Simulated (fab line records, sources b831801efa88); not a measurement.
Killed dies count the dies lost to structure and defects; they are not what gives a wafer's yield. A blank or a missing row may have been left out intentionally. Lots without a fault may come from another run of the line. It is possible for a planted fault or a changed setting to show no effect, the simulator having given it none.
fab line records | flow sfq-line
[record] lots = 15 wafers = 45 last-day = 95
route steps=325 shown M0@35 I5@235 M7@291 I7@297
lots that met no fault: taken from a fault-free run of the same line
start-h: the number of hours between the record's first day and the start of the first shown wafer of the lot | wait-h: time in hours since the lot's previous step | " same as the row above | L1.1+2: one row covering several wafers at once | - no value, or no start given | * or withheld: withheld | < > ~ a bound
route shown NAME@n: names a module that has steps shown in the file, with the first one's number in the route | usual: mean/standard deviation taken from wafers without a fault | same: alike in all rows | chamber/n: place in a boat | sites: per-site readings | _std_site: standard deviation across them | _edge_site: outer sites' mean less inner sites' | radius-mm: how far each site lies from the wafer's centre | mask NAME#n: copy n | behind: the most recent tool/chamber to have shaped the wafer | hold: why the lot went on hold/how many hours it stayed there/how the hold came to an end | device: the n, p or np transistor that did not switch | end of line: the tests these same wafers got at the end of their route | a step given without rows: its recipe and nothing more | killed: not the wafer's yield, but the dies lost to structure and defects at the first sort | map: the dies of a wafer, with x for killed, . for not killed, _ for no die there
set.NAME: the run value of the setting; set.NAME@STEP: its run value at that earlier step | model.NAME: the simulator's own value behind a step, which no gauge read
the route's steps for a sample of lots (tables are steps, rows are wafers)
services: when a tool's chamber went out of use (start-h, in hours from the record's first day, below 0 if earlier), for how many hours, and the reason
[[steps]]
[step SFQ_TRILAYER_M0_LITHO_EXPOSE_022]
[recipe] mask-id = M0 na = 0.6 source-shape = conventional sigma-outer = 0.65 target-cd-nm = 500 dose-mj = 14.4
[usual] exposure-dose-mJ-cm2 = 14.400/0.016 focus-offset-nm = -0.1/0.53
// columns lot.wafer tool chamber start-h wait-h mask exposure-dose-mJ-cm2 focus-offset-nm
L272.1 krf-scanner-01 0 273.56 - M0#0 14.403 0.3
L272.4 " 0 " " M0#0 14.413 0.1
L272.6 " 0 " " M0#0 14.413 0.2
L273.1 krf-scanner-01 0 283.16 - M0#0 14.394 0.0
L273.3 " 0 " " M0#0 14.388 -1.1
L273.5 " 0 " " M0#0 14.401 -0.9
L274.1 krf-scanner-01 0 293.96 - M0#0 14.393 -0.2
L274.3 " 0 " " M0#0 14.411 0.4
L274.6 " 0 " " M0#0 14.389 -0.7
L275.4 krf-scanner-02 0 312.68 - M0#0 14.394 0.6
L275.5 " 0 " " M0#0 14.376 0.2
L275.6 " 0 " " M0#0 14.394 0.2
L276.1 krf-scanner-02 0 322.88 - M0#0 14.416 -0.5
L276.3 " 0 " " M0#0 14.426 -0.1
L276.5 " 0 " " M0#0 14.412 -0.2
L278.2 krf-scanner-02 0 344.68 - M0#0 14.412 -0.6
L278.5 " 0 " " M0#0 14.392 0.9
L278.6 " 0 " " M0#0 14.400 0.1
L279.2 krf-scanner-02 0 354.28 - M0#0 14.411 1.3
L279.3 " 0 " " M0#0 14.417 1.0
L279.6 " 0 " " M0#0 14.420 -0.4
L280.1 krf-scanner-01 0 364.76 - M0#0 14.375 -0.3
L280.2 " 0 " " M0#0 14.407 0.4
L280.3 " 0 " " M0#0 14.390 -0.6
L281.1 krf-scanner-01 0 374.36 - M0#0 14.377 0.9
L281.2 " 0 " " M0#0 14.385 0.9
L281.3 " 0 " " M0#0 14.382 -0.4
L282.1 krf-scanner-02 0 386.29 - M0#0 14.407 0.0
L282.4 " 0 " " M0#0 14.422 0.6
L282.5 " 0 " " M0#0 14.417 -0.4
L283.1 krf-scanner-02 - 391.09 - M0#0 - -
L283.2 " - " " M0#0 - -
L283.3 " - " " M0#0 - -
L284.3 krf-scanner-02 - 396.29 - M0#0 - -
L284.5 " - " " M0#0 - -
L284.6 " - " " M0#0 - -
L285.1 krf-scanner-02 - 399.49 - M0#0 - -
L285.4 " - " " M0#0 - -
L285.5 " - " " M0#0 - -
L288.2 krf-scanner-01 0 422.62 - M0#0 14.374 -0.3
L288.4 " 0 " " M0#0 14.378 -0.1
L288.6 " 0 " " M0#0 14.383 0.3
L293.2 krf-scanner-02 0 484.27 - M0#0 14.391 -0.1
L293.4 " 0 " " M0#0 14.415 -0.1
L293.5 " 0 " " M0#0 14.391 -0.5
[step SFQ_I5_OVL_MEAS_936]
[usual] I5_OVL = 2/5.9
// columns lot.wafer tool chamber start-h wait-h I5_OVL[nm]
L272.1 overlay-01 - 1649.88 0.1 0
L272.4 " - " " -1
L272.6 " - " " -7
L273.1 overlay-02 - 1667.23 0.1 6
L273.3 " - " " 5
L273.5 " - " " 8
L274.1 overlay-01 - 1671.80 0.1 3
L274.3 " - " " 4
L274.6 " - " " 5
L275.4 overlay-01 - 1688.21 0.1 1
L275.5 " - " " -5
L275.6 " - " " -1
L276.1 overlay-01 - 1697.18 0.1 1
L276.3 " - " " 5
L276.5 " - " " 4
L278.2 overlay-01 - 1746.39 0.1 0
L278.5 " - " " -3
L278.6 " - " " 8
L279.2 overlay-02 - 1751.19 0.1 -3
L279.3 " - " " -4
L279.6 " - " " 5
L280.1 overlay-02 - 1768.25 0.1 5
L280.2 " - " " 5
L280.3 " - " " 5
L281.1 overlay-02 - 1769.45 0.1 9
L281.2 " - " " 15
L281.3 " - " " 9
L282.1 overlay-02 - 1856.54 0.1 0
L282.4 " - " " -1
L282.5 " - " " -8
L283.1 overlay-02 - 1866.14 0.1 -
L283.2 " - " " -
L283.3 " - " " -
L284.3 overlay-02 - 1880.55 0.1 -
L284.5 " - " " -
L284.6 " - " " -
L285.1 overlay-02 - 1886.67 0.1 -
L285.4 " - " " -
L285.5 " - " " -
L288.2 overlay-01 - 1898.67 0.1 2
L288.4 " - " " -3
L288.6 " - " " 9
L293.2 overlay-01 - 1915.47 0.1 2
L293.4 " - " " 10
L293.5 " - " " 10
[step SFQ_M7_OVL_MEAS_945]
[usual] M7_OVL = 4/5.8
// columns lot.wafer tool chamber start-h wait-h M7_OVL[nm]
L272.1 overlay-02 - 1781.45 0.1 6
L272.4 " - " " 9
L272.6 " - " " 13
L273.1 overlay-02 - 1787.20 0.1 3
L273.3 " - " " 1
L273.5 " - " " 2
L274.1 overlay-02 - 1790.80 0.1 -4
L274.3 " - " " 0
L274.6 " - " " -1
L275.4 overlay-01 - 1806.58 0.1 2
L275.5 " - " " -4
L275.6 " - " " 3
L276.1 overlay-02 - 1818.15 0.1 -3
L276.3 " - " " -5
L276.5 " - " " 3
L278.2 overlay-02 - 1862.20 0.1 12
L278.5 " - " " 14
L278.6 " - " " 13
L279.2 overlay-02 - 1873.26 0.1 0
L279.3 " - " " 3
L279.6 " - " " -2
L280.1 overlay-01 - 2046.68 0.1 10
L280.2 " - " " 13
L280.3 " - " " 8
L281.1 overlay-01 - 2047.88 0.1 0
L281.2 " - " " -7
L281.3 " - " " -1
L282.1 overlay-01 - 2050.28 0.1 1
L282.4 " - " " 4
L282.5 " - " " 3
L283.1 overlay-01 - 2057.87 0.1 -
L283.2 " - " " -
L283.3 " - " " -
L284.3 overlay-01 - 2065.28 0.1 -
L284.5 " - " " -
L284.6 " - " " -
L285.1 overlay-01 - 2067.67 0.1 -
L285.4 " - " " -
L285.5 " - " " -
L288.2 overlay-02 - 2078.47 0.1 3
L288.4 " - " " -2
L288.6 " - " " -1
L293.2 overlay-01 - 2102.39 0.1 4
L293.4 " - " " 6
L293.5 " - " " 5
[step SFQ_TRILAYER_I7_CMP_CMP_184]
[recipe] material = SiO2 down-force-psi = 3 platen-rpm = 60 pad-velocity-m-s = 0.94248
[usual] motor-current-A = 10.2/0.94 time-to-endpoint-s = 216/8
// columns lot.wafer tool chamber start-h wait-h motor-current-A time-to-endpoint-s
L272.4 cmp-02 2 1782.53 0.0 11.3 212
L272.1 " 3 " " 10.6 215
L272.6 " 3 1785.03 2.5 10.7 224
L273.3 cmp-02 3 1788.78 0.5 10.8 208
L273.1 " 0 " " 8.8 207
L273.5 " 2 1790.28 2.0 11.2 213
L274.3 cmp-02 0 1792.55 0.5 8.6 229
L274.1 " 2 1793.55 1.5 11.2 207
L274.6 " 0 1794.55 2.5 8.6 235
L275.4 cmp-02 1 1808.14 0.5 10.6 217
L275.6 " 0 1809.64 2.0 7.9 214
L275.5 " 1 " " 10.7 218
L276.1 cmp-02 2 1819.22 0.0 11.3 210
L276.3 " 0 1820.22 1.0 8.2 219
L276.5 " 3 1821.72 2.5 10.6 221
L278.2 cmp-01 2 1865.32 2.1 9.9 215
L278.5 " 1 1866.82 3.5 10.5 218
L278.6 " 2 " " 9.6 219
L279.3 cmp-02 1 1874.83 0.5 10.7 220
L279.2 " 2 " " 11.6 208
L279.6 " 1 1876.83 2.5 11.3 233
L280.3 cmp-01 3 2053.94 6.2 10.1 223
L280.1 " 0 " " 10.9 216
L280.2 " 1 " " 10.3 212
L281.1 cmp-02 0 2055.50 6.6 8.3 216
L281.3 " 1 " " 11.0 219
L281.2 " 3 2057.00 8.1 10.3 207
L282.4 cmp-01 0 2056.94 5.6 10.8 216
L282.1 " 3 2058.44 7.1 10.7 221
L282.5 " 1 2059.44 8.1 10.5 229
L283.1 cmp-02 0 2062.00 3.1 8.1 217
L283.2 " 1 " " 10.3 215
L283.3 " 2 " " 10.9 203
L284.3 cmp-01 3 2066.36 0.0 10.2 209
L284.5 " 3 2068.36 2.0 9.8 208
L284.6 " 0 " " 11.0 213
L285.4 cmp-02 2 2068.74 0.0 11.1 209
L285.1 " 3 " " 10.3 208
L285.5 " 3 2071.24 2.5 10.4 221
L288.4 cmp-01 1 2080.54 1.0 10.5 223
L288.2 " 2 " " 9.9 209
L288.6 " 0 2082.04 2.5 10.5 221
L293.4 cmp-02 1 2104.45 1.0 10.1 221
L293.2 " 2 " " 11.4 203
L293.5 " 0 2105.95 2.5 8.3 215
[[services]]
// columns tool chamber start-h hours kind
cmp-02 - 256.21 2.8 repair
cmp-02 - 316.23 0.5 repair
cmp-02 - 404.92 4.4 pm
cmp-02 - 409.31 4.0 pm
cmp-02 - 470.61 19.3 repair
cmp-02 - 535.83 9.4 pm
cmp-02 - 546.06 11.9 repair
cmp-02 - 589.46 2.3 repair
cmp-02 - 718.23 1.7 repair
cmp-02 - 737.78 0.3 repair
cmp-02 - 751.70 4.0 pm
cmp-02 - 826.24 5.4 repair
cmp-02 - 831.33 1.6 repair
cmp-02 - 867.43 10.5 repair
cmp-02 - 904.93 5.0 pm
cmp-02 - 939.96 13.2 pm
cmp-02 - 975.08 1.5 repair
cmp-02 - 988.83 0.8 repair
cmp-02 - 1061.84 4.5 pm
cmp-02 - 1074.95 1.3 repair
cmp-02 - 1077.50 3.7 repair
cmp-02 - 1092.42 0.4 repair
cmp-02 - 1093.25 4.0 pm
cmp-02 - 1110.05 11.0 repair
[[key]]
[first-sign] step = SFQ_TRILAYER_M0_LITHO_EXPOSE_022 reading = tool-record direction = missing
effect none on later readings
met-at SFQ_TRILAYER_M0_LITHO_EXPOSE_022
struck-lots L283,L284,L285
not-acting-at SFQ_I5_OVL_MEAS_936,SFQ_M7_OVL_MEAS_945,SFQ_TRILAYER_I7_CMP_CMP_184
onset-between 386.29 391.09
[fault] kind = skipped-step-whole tool = krf-scanner-02 chamber = - onset-h = 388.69 steps = SFQ_TRILAYER_M0_LITHO_EXPOSE_022 scope = struck-lots-only
